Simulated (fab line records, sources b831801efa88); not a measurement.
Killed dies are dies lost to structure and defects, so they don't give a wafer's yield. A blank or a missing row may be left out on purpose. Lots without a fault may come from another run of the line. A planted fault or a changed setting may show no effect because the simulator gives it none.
fab line records | flow sky130
record lots=5 wafers=15 last_day=50
route steps=708 shown VIA1@470 METAL2@483
lots that met no fault: from a run of the same line without faults
start_h: hours from the record's first day to the start of the lot's first wafer shown | wait_h: hours since the lot's step before | " the same as in the row above | L1.1+2: a row that stands for several wafers | - no value, or no start given | * or withheld: withheld | < > ~ a bound
route shown NAME@n: a module of which the file shows steps, and the number in the route of the first | usual: mean/standard deviation of fault-free wafers | same: alike in all rows | chamber/n: place in a boat | sites: the reading at each site | _std_site: their standard deviation | _edge_site: outer sites' mean less inner sites' | radius_mm: how far each site lies from the wafer's centre | mask NAME#n: copy n | behind: the tool/chamber that last shaped the wafer | hold: why the lot was held/for how many hours/how that ended | device: the transistor (n, p or np) that didn't switch | end of line: the same wafers' tests at the end of the route | a step without rows: its recipe alone | killed: dies lost to structure and defects at the first sort, not the wafer's yield | map: a wafer's dies, x killed, . not, _ none there
set.NAME: the setting as run; set.NAME@STEP: as run at that earlier step | model.NAME: the simulator's own value behind a step, which no gauge read
lots at some steps of the route; a table a step, a row a wafer
services: from which hour (start_h, from the record's first day; less than 0 if before it) a tool's chamber was out of use, for how many hours, and why
## steps
# step SKY_VIA1_CD_MEAS_12
# recipe target_cd_nm=150
# usual cd_nm=149.6/1.4
# columns lot.wafer tool chamber start_h wait_h cd_nm
L963.4 cd_sem-01 - 818.71 - 146.6
L963.5 " - " " 148.1
L963.6 " - " " 147.7
L967.1 cd_sem-01 - 844.10 - 147.9
L967.3 " - " " 149.1
L967.5 " - " " 148.9
L976.3 cd_sem-01 - 905.75 - 150.1
L976.4 " - " " 149.9
L976.5 " - " " 151.3
L981.1 cd_sem-02 - 954.05 - 149.7
L981.3 " - " " 148.7
L981.4 " - " " 148.6
L983.1 cd_sem-01 - 961.46 - 150.0
L983.4 " - " " 151.6
L983.6 " - " " 149.6
# step SKY_VIA1_OVL_MEAS_13
# usual VIA1_OVL=3/5.9
# columns lot.wafer tool chamber start_h wait_h VIA1_OVL[nm]
L963.4 overlay-02 - 818.79 0.1 -1
L963.5 " - " " 2
L963.6 " - " " -5
L967.1 overlay-02 - 844.22 0.1 13
L967.3 " - " " 4
L967.5 " - " " 9
L976.3 overlay-01 - 905.84 0.1 2
L976.4 " - " " 6
L976.5 " - " " 2
L981.1 overlay-02 - 954.17 0.1 7
L981.3 " - " " 4
L981.4 " - " " 2
L983.1 overlay-01 - 961.58 0.1 5
L983.4 " - " " 10
L983.6 " - " " 6
# step SKY_VIA1_ETCH_14
# recipe chemistry=N2/H2 target=BARC ion_energy_ev=200 source_w=500 bias_w=100 pressure_mtorr=30 n2_flow_sccm=100 h2_flow_sccm=200 stop_on=SiO2 time_s=45.9 target_depth_a=600
# usual drypump_motor_current_A=5.6/0.46 oes_product_au=0.855/0.0047 throttle_valve_pct=13.225/0.0096
# columns lot.wafer tool chamber start_h wait_h drypump_motor_current_A oes_product_au rf_hours_counter_h throttle_valve_pct
L963.4 rie_diel-02 1 818.81 0.0 5.3 0.860 3 13.233
L963.5 " 3 " " 5.7 0.849 - 13.222
L963.6 " 2 " " 6.2 0.851 - 13.208
L967.1 rie_diel-03 0 844.26 0.0 6.6 0.852 22 13.219
L967.3 " 3 " " 5.5 0.856 15 13.223
L967.5 " 2 " " 5.1 0.850 - 13.219
L976.3 rie_diel-04 2 905.87 0.0 5.2 0.862 7 13.227
L976.4 " 3 " " 5.3 0.852 18 13.237
L976.5 " 1 " " 5.4 0.856 - 13.235
L981.1 rie_diel-03 2 954.21 0.0 5.1 0.856 12 13.239
L981.3 " 3 " " 5.5 0.857 19 13.215
L981.4 " 2 " " 5.1 0.855 - 13.224
L983.1 rie_diel-02 1 961.62 0.0 5.2 0.851 7 13.212
L983.4 " 2 " " 6.2 0.855 11 13.215
L983.6 " 1 " " 5.2 0.851 - 13.222
# step SKY_VIA1_ETCH_15
# recipe target=SiO2 chemistry=C4F8/O2/Ar target_depth_nm=351 stop_on=TiN mask_material=KrF-thick source_w=1500 bias_w=1200 pressure_mtorr=40 c4f8_flow_sccm=withheld O2_flow_sccm=6 Ar_flow_sccm=300 time_s=54
# step SKY_VIA1_STRIP_16
# recipe chemistry=O2/N2 power_w=1400 pressure_mtorr=1500 platen_temp_c=withheld o2_flow_sccm=3000 n2_flow_sccm=300 overash_fraction=0.5
# step SKY_VIA1_STRIP_17
# recipe chemistry=post_etch_residue_remover time_s=1200 temp_c=72.5
# step SKY_VIA1_CLEAN_18
# recipe chemistry=IPA time_s=180 temp_c=25
# step SKY_VIA1_CLEAN_19
# recipe chemistry=O3/DIW dry=n2_spin
# step SKY_VIA1_SPUTTER_20
# recipe material=TiN target_thk_nm=20 chamber_pressure_pa=5 power_w=4000 time_s=80
# usual cathode_dc_power_W=3999.9/0.72 throttle_valve_pct=29.5/1.1
# columns lot.wafer tool chamber start_h wait_h cathode_dc_power_W throttle_valve_pct
L963.4 pvd_sputter-04 - 819.52 0.0 3999.3 29.0
L963.5 " - " " 3999.3 29.3
L963.6 " - " " 3999.1 29.9
L967.1 pvd_sputter-01 - 844.98 0.0 3998.5 31.1
L967.3 " - " " 4000.1 29.5
L967.5 " - " " 4001.1 29.1
L976.3 pvd_sputter-03 - 906.58 0.0 4000.3 29.7
L976.4 " - " " 3999.8 27.6
L976.5 " - " " 4000.7 27.8
L981.1 pvd_sputter-03 - 955.02 0.0 3999.4 29.7
L981.3 " - " " 4000.6 27.7
L981.4 " - " " 3999.9 30.4
L983.1 pvd_sputter-01 - 962.34 0.0 4000.3 29.7
L983.4 " - " " 4000.5 30.8
L983.6 " - " " 3999.7 30.9
# step SKY_VIA1_CVD_21
# recipe material=W target_thk_nm=270 time_s=80.902 temp_c=400 pressure_torr=40
# usual heater_power_w=900/140
# columns lot.wafer tool chamber start_h wait_h heater_power_w
L963.4 cvd_w-01 1 819.61 0.1 827
L963.5 " 1 " " 847
L963.6 " 0 " " 1110
L967.1 cvd_w-01 0 845.04 0.0 1118
L967.3 " 0 " " 1086
L967.5 " 1 " " 853
L976.3 cvd_w-02 1 906.68 0.1 742
L976.4 " 0 " " 829
L976.5 " 1 " " 723
L981.1 cvd_w-02 0 955.08 0.0 854
L981.3 " 0 " " 849
L981.4 " 1 " " 722
L983.1 cvd_w-02 1 962.40 0.0 726
L983.4 " 0 " " 835
L983.6 " 1 " " 714
# step SKY_VIA1_RS_MEAS_22
# recipe thk_meas_gauge=four-point-probe reads=W_of_VIA1_CVD_21+TiN_of_VIA1_SPUTTER_20
# usual VIA1_W_RS=0.429/0.0039
# columns lot.wafer tool chamber start_h wait_h VIA1_W_RS[ohm/sq]
L963.4 film_metro-02 - 819.73 0.1 0.427
L963.5 " - " " 0.434
L963.6 " - " " 0.433
L967.1 film_metro-02 - 845.13 0.1 0.431
L967.3 " - " " 0.429
L967.5 " - " " 0.429
L976.3 film_metro-03 - 906.78 0.1 0.423
L976.4 " - " " 0.425
L976.5 " - " " 0.424
L981.1 film_metro-01 - 955.18 0.1 0.432
L981.3 " - " " 0.430
L981.4 " - " " 0.431
L983.1 film_metro-03 - 962.49 0.1 0.433
L983.4 " - " " 0.430
L983.6 " - " " 0.431
# step SKY_VIA1_THK_MEAS_23
# recipe thk_meas_gauge=xrf reads=W_of_VIA1_CVD_21
# usual VIA1_W_THK=264.2/2.8
# columns lot.wafer tool chamber start_h wait_h VIA1_W_THK[nm]
L963.4 film_metro-02 - 819.82 0.1 265.2
L963.5 " - " " 261.1
L963.6 " - " " 261.5
L967.1 film_metro-02 - 845.25 0.1 263.6
L967.3 " - " " 265.0
L967.5 " - " " 265.3
L976.3 film_metro-03 - 906.88 0.1 267.9
L976.4 " - " " 266.9
L976.5 " - " " 266.9
L981.1 film_metro-01 - 955.30 0.1 259.7
L981.3 " - " " 261.1
L981.4 " - " " 260.8
L983.1 film_metro-03 - 962.61 0.1 262.1
L983.4 " - " " 263.4
L983.6 " - " " 264.1
# step SKY_VIA1_CMP_24
# recipe stop_on=SiO2 t_overpolish_s=15 down_force_psi=3.5 platen_rpm=60 target_thk_nm=0 pad_velocity_m_s=0.94248
# usual head_pressure_psi=3.500/0.0076 motor_current_A=11.3/1.6 overpolish_run_s=15.000/0.0099 platen_rpm=60.00/0.038 time_to_endpoint_s=66/4.6
# columns lot.wafer tool chamber start_h wait_h head_pressure_psi motor_current_A overpolish_run_s platen_rpm time_to_endpoint_s model.SiO2_of_VIA1_HDPCVD_00.thk_nm
L963.4 cmp-01 2 819.95 0.1 3.514 10.6 14.992 60.02 62 343.2
L963.6 " 0 " " 3.497 12.7 15.008 59.96 63 344.7
L963.5 " 1 " " 3.490 11.3 15.003 59.98 65 341.9
L967.1 cmp-01 3 845.36 0.1 3.501 11.0 14.989 59.95 64 342.7
L967.3 " 0 " " 3.506 12.4 14.998 59.97 68 342.9
L967.5 " 3 " " 3.497 11.8 14.993 60.05 66 342.7
L976.3 cmp-01 1 906.97 0.1 3.508 10.9 14.994 59.96 65 344
L976.4 " 2 " " 3.505 11.0 14.996 59.98 35 341.4
L976.5 " 0 " " 3.505 12.7 15.003 59.98 66 342
L981.1 cmp-02 2 955.36 0.1 3.500 11.3 14.999 60.00 65 342
L981.3 " 0 " " 3.510 9.5 14.989 60.05 73 342.7
L981.4 " 1 " " 3.508 8.9 15.028 59.97 71 341.9
L983.1 cmp-02 1 962.72 0.1 3.493 8.8 14.992 59.99 72 340.6
L983.4 " 2 " " 3.504 10.8 14.999 59.99 62 340.3
L983.6 " 0 " " 3.502 9.7 14.998 59.98 74 341.9
# step SKY_METAL2_SPUTTER_00
# recipe material=Ti target_thk_nm=15 power_w=3000 time_s=10 chamber_pressure_pa=0.4
# usual cathode_dc_power_W=2999.9/0.54 throttle_valve_pct=29.5/1.2
# columns lot.wafer tool chamber start_h wait_h cathode_dc_power_W throttle_valve_pct
L963.4 pvd_sputter-04 - 820.15 0.1 2999.2 27.4
L963.5 " - " " 3000.6 29.4
L963.6 " - " " 2999.9 29.9
L967.1 pvd_sputter-04 - 845.61 0.2 2999.7 27.4
L967.3 " - " " 2999.9 30.5
L967.5 " - " " 3000.3 30.5
L976.3 pvd_sputter-04 - 907.22 0.2 3001.2 27.3
L976.4 " - " " 2999.7 29.9
L976.5 " - " " 2999.6 29.7
L981.1 pvd_sputter-04 - 955.66 0.2 3000.0 29.8
L981.3 " - " " 2998.9 27.6
L981.4 " - " " 3000.4 29.2
L983.1 pvd_sputter-04 - 962.97 0.2 3000.4 27.6
L983.4 " - " " 3000.8 29.9
L983.6 " - " " 2999.8 27.4
# step SKY_METAL2_SPUTTER_01
# recipe material=TiN target_thk_nm=20 power_w=6500 time_s=16.7 chamber_pressure_pa=0.4
# usual cathode_dc_power_W=6500.1/1.2 throttle_valve_pct=29.5/1.2
# columns lot.wafer tool chamber start_h wait_h cathode_dc_power_W throttle_valve_pct
L963.4 pvd_sputter-04 - 820.17 0.0 6499.5 27.5
L963.5 " - " " 6501.7 28.9
L963.6 " - " " 6501.2 30.1
L967.1 pvd_sputter-04 - 845.63 0.0 6499.2 27.6
L967.3 " - " " 6500.5 30.6
L967.5 " - " " 6501.9 30.7
L976.3 pvd_sputter-04 - 907.24 0.0 6500.3 27.5
L976.4 " - " " 6499.0 30.1
L976.5 " - " " 6499.3 30.0
L981.1 pvd_sputter-04 - 955.68 0.0 6498.5 29.8
L981.3 " - " " 6501.0 27.6
L981.4 " - " " 6499.6 29.2
L983.1 pvd_sputter-04 - 962.99 0.0 6498.9 27.7
L983.4 " - " " 6499.3 30.0
L983.6 " - " " 6499.2 27.3
# step SKY_METAL2_SPUTTER_02
# recipe material=AlCu target_thk_nm=250 power_w=10600 time_s=13.3 chamber_pressure_pa=0.4
# step SKY_METAL2_SPUTTER_03
# recipe material=Ti target_thk_nm=5 power_w=3000 time_s=3.3 chamber_pressure_pa=0.4
# step SKY_METAL2_SPUTTER_04
# recipe material=TiN target_thk_nm=70 power_w=6500 time_s=58.3 chamber_pressure_pa=0.4
# step SKY_METAL2_RS_MEAS_05
# recipe thk_meas_gauge=four-point-probe reads=TiN_of_METAL2_SPUTTER_04+Ti_of_METAL2_SPUTTER_03+AlCu_of_METAL2_SPUTTER_02+TiN_of_METAL2_SPUTTER_01+Ti_of_METAL2_SPUTTER_00
# usual METAL2_ALCU_RS=0.1272/0.0015
# columns lot.wafer tool chamber start_h wait_h METAL2_ALCU_RS[ohm/sq]
L963.4 film_metro-01 - 820.35 0.1 0.1281
L963.5 " - " " 0.1281
L963.6 " - " " 0.1291
L967.1 film_metro-02 - 845.75 0.0 0.1261
L967.3 " - " " 0.1259
L967.5 " - " " 0.1249
L976.3 film_metro-01 - 907.40 0.1 0.1266
L976.4 " - " " 0.1288
L976.5 " - " " 0.1277
L981.1 film_metro-02 - 955.80 0.0 0.1289
L981.3 " - " " 0.1275
L981.4 " - " " 0.1289
L983.1 film_metro-04 - 963.11 0.0 0.1265
L983.4 " - " " 0.1285
L983.6 " - " " 0.1272
# step SKY_METAL2_THK_MEAS_06
# recipe thk_meas_gauge=xrf reads=AlCu_of_METAL2_SPUTTER_02
# usual METAL2_ALCU_THK=251/3.1
# columns lot.wafer tool chamber start_h wait_h METAL2_ALCU_THK[nm]
L963.4 film_metro-01 - 820.44 0.1 247
L963.5 " - " " 248
L963.6 " - " " 246
L967.1 film_metro-02 - 845.87 0.1 254
L967.3 " - " " 254
L967.5 " - " " 256
L976.3 film_metro-01 - 907.50 0.1 252
L976.4 " - " " 247
L976.5 " - " " 250
L981.1 film_metro-02 - 955.92 0.1 249
L981.3 " - " " 252
L981.4 " - " " 249
L983.1 film_metro-04 - 963.23 0.1 251
L983.4 " - " " 247
L983.6 " - " " 250
# step SKY_METAL2_DEHYDRATE_07
# recipe temp_c=200 time_s=60
# step SKY_METAL2_HMDS_08
# recipe prime_time_s=60 prime_temp_c=120
# step SKY_METAL2_COAT_09
# recipe resist=BARC temp_c=withheld time_s=withheld spin_rpm=3000 resist_thk_nm=60
# step SKY_METAL2_COAT_10
# recipe resist=KrF-thick spin_rpm=3000 resist_thk_nm=450
# step SKY_METAL2_SOFTBAKE_11
# recipe temp_c=100 time_s=90 resist=KrF-thick
# step SKY_METAL2_EXPOSE_12
# recipe mask_id=MM2 na=0.8 source_shape=annular sigma_inner=0.55 sigma_outer=0.85 target_cd_nm=140 dose_mj=28
# step SKY_METAL2_PEB_13
# recipe peb_temp_c=withheld peb_time_s=withheld resist=KrF-thick
# step SKY_METAL2_DEVELOP_14
# recipe develop_time_s=60 resist=KrF-thick dev_temp_c=21
# step SKY_METAL2_CD_MEAS_15
# recipe target_cd_nm=140
# usual cd_nm=139.8/1.8
# columns lot.wafer tool chamber start_h wait_h cd_nm
L963.4 cd_sem-02 - 846.87 - 138.2
L963.5 " - " " 137.3
L963.6 " - " " 138.3
L967.1 cd_sem-01 - 871.37 - 140.0
L967.3 " - " " 139.3
L967.5 " - " " 136.8
L976.3 cd_sem-01 - 932.21 - 142.4
L976.4 " - " " 141.6
L976.5 " - " " 140.4
L981.1 cd_sem-02 - 980.02 - 139.7
L981.3 " - " " 139.9
L981.4 " - " " 139.7
L983.1 cd_sem-02 - 987.16 - 137.6
L983.4 " - " " 138.3
L983.6 " - " " 137.3
# step SKY_METAL2_OVL_MEAS_16
# usual METAL2_OVL=-2/5.2
# columns lot.wafer tool chamber start_h wait_h METAL2_OVL[nm]
L963.4 overlay-02 - 846.95 0.1 -4
L963.5 " - " " -6
L963.6 " - " " 4
L967.1 overlay-02 - 871.49 0.1 -2
L967.3 " - " " -5
L967.5 " - " " 1
L976.3 overlay-02 - 932.30 0.1 -7
L976.4 " - " " -10
L976.5 " - " " -11
L981.1 overlay-01 - 980.14 0.1 2
L981.3 " - " " -3
L981.4 " - " " 1
L983.1 overlay-02 - 987.28 0.1 -8
L983.4 " - " " -9
L983.6 " - " " -10
# step SKY_METAL2_DESCUM_17
# recipe chemistry=O2 source_power_w=150 bias_power_w=0 pressure_mtorr=10 temp_c=40 time_s=8
# step SKY_METAL2_ETCH_18
# recipe chemistry=N2/H2 target=BARC ion_energy_ev=200 bias_w=100 pressure_mtorr=30 n2_flow_sccm=100 h2_flow_sccm=200 icp_w=500 stop_on=SiO2 time_s=45.9 target_depth_a=600
# step SKY_METAL2_METAL_ETCH_19
# recipe target_depth_a=3600 stop_on=SiO2 over_etch_frac=0.3 time_s=78 chemistry=Cl2/BCl3 resist_sidewall_deg=88 pressure_mtorr=10 icp_w=900 bias_w=48.5 Cl2_flow_sccm=60 bcl3_flow_sccm=30
# usual bcl3_flow_sccm=29.98/0.097 drypump_motor_current_A=5.71/0.23 oes_product_au=0.853/0.0062 throttle_valve_pct=22.263/0.009
# columns lot.wafer tool chamber start_h wait_h bcl3_flow_sccm drypump_motor_current_A oes_product_au rf_hours_counter_h throttle_valve_pct model.SiO2_of_VIA1_HDPCVD_00.thk_nm
L963.4 rie_metal-03 0 847.09 0.1 30.03 5.38 0.852 - 22.261 332.2
L963.5 " 1 " " 30.05 5.78 0.853 - 22.272 330.8
L963.6 " 0 " " 29.94 5.36 0.858 - 22.265 333.6
L967.1 rie_metal-01 0 871.62 0.0 29.96 5.68 0.856 5 22.260 331.7
L967.3 " 1 " " 30.09 5.77 0.856 - 22.256 331.8
L967.5 " 1 " " 29.95 5.73 0.860 - 22.279 331.6
L976.3 rie_metal-04 0 932.45 0.1 29.88 6.17 0.862 - 22.260 333.4
L976.4 " 1 " " 30.12 5.54 0.850 - 22.255 330.6
L976.5 " 0 " " 29.98 6.18 0.855 - 22.268 331.5
L981.1 rie_metal-04 1 980.27 0.0 29.91 5.56 0.845 12 22.255 331.4
L981.3 " 0 " " 29.91 6.18 0.851 - 22.268 332.1
L981.4 " 1 " " 30.08 5.53 0.854 - 22.265 331.2
L983.1 rie_metal-04 0 987.41 0.0 30.09 6.19 0.854 16 22.253 329.9
L983.4 " 1 " " 30.17 5.55 0.843 - 22.249 329.6
L983.6 " 1 " " 30.28 5.56 0.843 - 22.252 331.1
# step SKY_METAL2_STRIP_20
# recipe chemistry=O2/N2 power_w=1400 pressure_mtorr=1500 platen_temp_c=withheld o2_flow_sccm=3000 n2_flow_sccm=300 overash_fraction=0.5
## services
# columns tool chamber start_h hours kind
rie_diel-02 1 797.83 3.8 repair
pvd_sputter-04 - 803.63 4.1 repair
rie_diel-03 1 816.81 5.8 repair
pvd_sputter-03 - 821.30 1.0 repair
rie_diel-02 - 826.96 4.3 pm
cmp-01 - 830.07 1.5 repair
cvd_w-02 - 841.62 1.3 repair
cmp-02 - 843.07 4.3 repair
pvd_sputter-03 - 844.45 10.9 repair
pvd_sputter-04 - 848.05 0.5 repair
cmp-02 - 861.57 3.0 pm
cvd_w-02 0 864.05 26.6 repair
cmp-01 - 879.41 0.2 repair
pvd_sputter-01 - 880.90 1.8 repair
cmp-01 - 881.21 0.3 repair
pvd_sputter-04 - 885.90 6.6 repair
rie_diel-03 0 886.47 6.3 repair
cmp-01 - 891.57 0.3 repair
cvd_w-02 - 894.68 6.0 pm
cmp-01 - 923.52 2.9 repair
cvd_w-02 - 932.56 0.4 repair
cvd_w-02 - 950.81 0.6 repair
pvd_sputter-04 - 964.62 3.7 repair
rie_metal-04 - 981.72 2.8 pm
## key
first_sign step=SKY_VIA1_CMP_24 reading=time_to_endpoint_s direction=down sigmas=6.7 usual=* struck=*
effect none on later readings
model_effect step=SKY_VIA1_CMP_24 value=SiO2_of_VIA1_HDPCVD_00.thk_nm without=343.9 struck=341.4
model_effect step=SKY_METAL2_METAL_ETCH_19 value=SiO2_of_VIA1_HDPCVD_00.thk_nm without=333.1 struck=330.6
met_at SKY_VIA1_CMP_24
struck_wafers L976.4
onset_between 819.95 906.97
fault kind=process_parameter_drift tool=cmp-01 chamber=2 onset_h=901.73 steps=SKY_VIA1_CMP_24 channel=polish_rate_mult offset=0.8 shape=step end_h=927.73
